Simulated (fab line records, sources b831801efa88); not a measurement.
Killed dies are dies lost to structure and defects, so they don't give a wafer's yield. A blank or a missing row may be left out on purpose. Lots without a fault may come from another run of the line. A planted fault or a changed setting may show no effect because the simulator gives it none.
Which tool did it? | flow gf180mcu | 11 lots, 33 wafers sampled, at 2 steps of a route of 602

WHAT THE GAUGES READ, wafer by wafer
GF_M3_OVL_MEAS_15.
lot  | measured     | on         | M3_OVL (nm)
L363 | day 21 21:22 | overlay-02 | 9 1 4
L366 | day 22 18:55 | overlay-02 | 5 5 1
L369 | day 23 19:49 | overlay-02 | 10 13 6
L370 | day 24 09:16 | overlay-01 | 7 13 8
L373 | day 25 03:02 | overlay-01 | -1 1 6
L374 | day 25 17:07 | overlay-01 | 0 0 1
L379 | day 27 01:25 | overlay-01 | 4 -3 4
L382 | day 28 01:19 | overlay-02 | 3 4 8
L383 | day 28 06:54 | overlay-02 | -5 -6 -8
L384 | day 28 09:53 | overlay-02 | 6 -2 0
L385 | day 28 17:10 | overlay-01 | 1 4 -1

WHICH TOOL RAN EACH LOT (tool, then ch and the chambers of the sampled wafers, then the start)
lot  | GF_M3_SPUTTER_02
L363 | pvd_sputter-03, day 20 21:16
L366 | pvd_sputter-01, day 21 20:34
L369 | pvd_sputter-01, day 22 22:25
L370 | pvd_sputter-04, day 23 10:56
L373 | pvd_sputter-01, day 24 05:19
L374 | pvd_sputter-01, day 24 19:34
L379 | pvd_sputter-04, day 26 04:43
L382 | pvd_sputter-01, day 27 04:49
L383 | pvd_sputter-04, day 27 11:13
L384 | pvd_sputter-04, day 27 13:47
L385 | pvd_sputter-03, day 27 22:08
- GF_M3_SPUTTER_02: material AlCu, target thk 450 nm, time 23.9 s.

THE ANSWER, worked out from the rows above alone
Rule: what is usual is taken from the lots themselves. Put in order of their means at a reading, lots are off if they are a third of the lots or fewer, leave a main group of 4 or more, and stand apart from it by a gap of 3 or more times the standard deviation of the main group's means; of several such gaps the widest counts. A main group whose means are all the same, to the digits that the tables above print for the reading, isn't used. A lot without any number at a reading at which 4 lots or more have one is off too. The other lots that the step has rows for count as sound.
No lot is off at any reading shown: from this, nothing can be told.

WHAT THE SIMULATOR HAD PUT IN
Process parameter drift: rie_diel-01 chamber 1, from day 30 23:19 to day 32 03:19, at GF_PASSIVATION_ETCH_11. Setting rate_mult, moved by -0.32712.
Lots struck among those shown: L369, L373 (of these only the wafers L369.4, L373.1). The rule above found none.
